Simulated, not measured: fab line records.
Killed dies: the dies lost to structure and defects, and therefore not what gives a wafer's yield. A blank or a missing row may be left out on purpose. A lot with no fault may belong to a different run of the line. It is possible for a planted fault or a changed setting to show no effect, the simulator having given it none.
Which tool was responsible? || flow sky130 || route of 708 steps, sampled at 1 step: 12 lots, 36 wafers

== WHAT EACH GAUGE READ, for each wafer ==
SKY_VT_ADJUST_PCH_OVL_MEAS_07.
{"lot": "L076", "measured": "day 11 08:50", "on": "overlay-01", "VT_ADJUST_PCH_OVL (nm)": "2.8 1.8 -0.7"}
{"lot": "L077", "measured": "day 11 22:58", "on": "overlay-02", "VT_ADJUST_PCH_OVL (nm)": "0.4 -2.5 -0.2"}
{"lot": "L079", "measured": "day 12 12:08", "on": "overlay-02", "VT_ADJUST_PCH_OVL (nm)": "0.5 -0.4 1.7"}
{"lot": "L081", "measured": "day 12 16:17", "on": "overlay-01", "VT_ADJUST_PCH_OVL (nm)": "0.7 1.9 -0.9"}
{"lot": "L083", "measured": "day 13 06:54", "on": "overlay-01", "VT_ADJUST_PCH_OVL (nm)": "1.1 1.3 1.3"}
{"lot": "L085", "measured": "day 14 02:07", "on": "overlay-01", "VT_ADJUST_PCH_OVL (nm)": "1.7 -1.7 2.8"}
{"lot": "L087", "measured": "day 14 19:19", "on": "overlay-02", "VT_ADJUST_PCH_OVL (nm)": "0.3 1.4 -0.4"}
{"lot": "L089", "measured": "day 15 08:52", "on": "overlay-01", "VT_ADJUST_PCH_OVL (nm)": "-0.9 -1.9 -1.1"}
{"lot": "L091", "measured": "day 15 18:30", "on": "overlay-01", "VT_ADJUST_PCH_OVL (nm)": "-0.7 2.2 -0.4"}
{"lot": "L093", "measured": "day 16 14:32", "on": "overlay-01", "VT_ADJUST_PCH_OVL (nm)": "0.6 0.5 -0.8"}
{"lot": "L095", "measured": "day 17 03:27", "on": "overlay-01", "VT_ADJUST_PCH_OVL (nm)": "-0.1 1.0 -0.7"}
{"lot": "L097", "measured": "day 18 01:09", "on": "overlay-02", "VT_ADJUST_PCH_OVL (nm)": "0.8 -0.2 0.3"}

== TOOL THAT RAN EACH LOT (tool first, then ch and the chambers of the sampled wafers, then the start) ==
No process step before these readings appears in the record.

== THE ANSWER, worked out from the rows above alone ==
Rule: the usual values come from the lots themselves. The widest of any qualifying gaps counts: lots, ordered by their means at a reading, are off when they make up no more than a third of the lots, leave a main group of 4 or more, and stand apart from it by 3 or more times the standard deviation of that group's means. A main group is skipped when, at the precision printed for the reading in the tables above, its means are all equal. Also off: a lot with no number at a reading for which 4 or more lots have one. Where the step has rows for the other lots, those lots are counted as sound.
Across all readings shown, no lot is off: no conclusion can be drawn from this.

== WHAT THE SIMULATOR HAD PUT IN ==
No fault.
